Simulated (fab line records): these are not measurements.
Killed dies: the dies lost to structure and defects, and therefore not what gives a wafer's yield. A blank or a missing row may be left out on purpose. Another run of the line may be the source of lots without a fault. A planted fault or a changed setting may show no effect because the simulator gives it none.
Chamber matching ; flow gf180mcu ; pecvd-01 running GF_V2_CVD_02: 3 sister chambers
The step deposits SiO2 from TEOS, target thk 850 nm, time 94.851 s. 6 wafers are shown with their chamber, then 7 later ones without.

EACH WAFER AND ITS CHAMBER
wafer;chamber;heater-power-w (W);heater-power-outer-w (W)
L853.4;1;546;333
L854.3;0;448;253
L854.4;1;606;387
L861.2;0;491;285
L861.3;2;582;301
L861.6;2;645;334

WAFERS WHOSE CHAMBER IS MISSING
wafer;heater-power-w (W);heater-power-outer-w (W)
L863.1;606;373
L863.6;542;281
L867.1;607;313
L867.3;459;260
L868.1;565;294
L868.3;618;395
L868.6;493;288

EACH ONE'S CHAMBER
wafer;from the rows above;in truth
L863.1;can't be placed: 1 or 2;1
L863.6;can't be placed: 0 or 2 or 1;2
L867.1;can't be placed: 2 or 1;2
L867.3;0;0
L868.1;can't be placed: 2 or 1 or 0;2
L868.3;can't be placed: 1 or 2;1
L868.6;0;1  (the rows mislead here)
1 of 7 placed correctly. From these rows, 5 cannot be placed; in 5 the true chamber is one of the candidates. Wrongly placed: 1.
How it was worked out, from the rows above alone: a wafer's distance from a chamber is the root of the sum, over the readings, of the square of ((its reading less the chamber's mean) divided by the reading's scatter). The wafer belongs to the nearest chamber; if the next one is less than 2 further off, it can't be placed. Each chamber's mean is taken over the wafers shown for it. How the scatter is found: for the shown wafers, subtract from each reading the mean of its chamber, square and add these, divide the total by (wafers less chambers), then take the root.
